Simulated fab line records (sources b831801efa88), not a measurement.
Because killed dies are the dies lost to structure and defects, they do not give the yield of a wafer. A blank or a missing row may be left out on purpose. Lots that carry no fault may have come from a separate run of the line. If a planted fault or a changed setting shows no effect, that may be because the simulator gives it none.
Chamber matching	flow gf180mcu	GF_V3_CVD_02 on pecvd-02: 3 sister chambers
The step deposits SiO2 from TEOS, target thk 850 nm, time 94.851 s. 3 wafers are shown with their chamber, then 8 later ones without.

## WAFERS WITH THEIR CHAMBER
wafer	chamber	heaterPowerW (W)
L088.2	1	641
L088.4	0	490
L093.1	2	716

## WAFERS MISSING THEIR CHAMBER
wafer	heaterPowerW (W)
L093.5	783
L093.6	625
L095.2	792
L095.5	557
L095.6	732
L096.1	552
L096.3	616
L096.5	789

## WHICH CHAMBER EACH ONE RAN IN
wafer	from the rows above	in truth
L093.5	can't be placed: 2 or 1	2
L093.6	can't be placed: 1 or 2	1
L095.2	can't be placed: 2 or 1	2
L095.5	can't be placed: 0 or 1 or 2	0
L095.6	can't be placed: 2 or 1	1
L096.1	can't be placed: 0 or 1 or 2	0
L096.3	can't be placed: 1 or 2 or 0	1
L096.5	can't be placed: 2 or 1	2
Correctly placed: 0 of 8. Not placeable from these rows: 8 (in 8, the candidates include the true chamber). Wrongly placed: 0.
How it was worked out, from the rows above alone: a wafer's distance from a chamber is the root of the sum, over the readings, of the square of ((its reading less the chamber's mean) divided by the reading's scatter). If the next closest chamber is less than 2 further off than the closest, the wafer can't be placed; otherwise it belongs to the closest. A chamber's mean is the mean of its shown wafers. The scatter: root of mean squared gap, hidden wafer to nearest shown wafer, with one shown wafer a chamber.
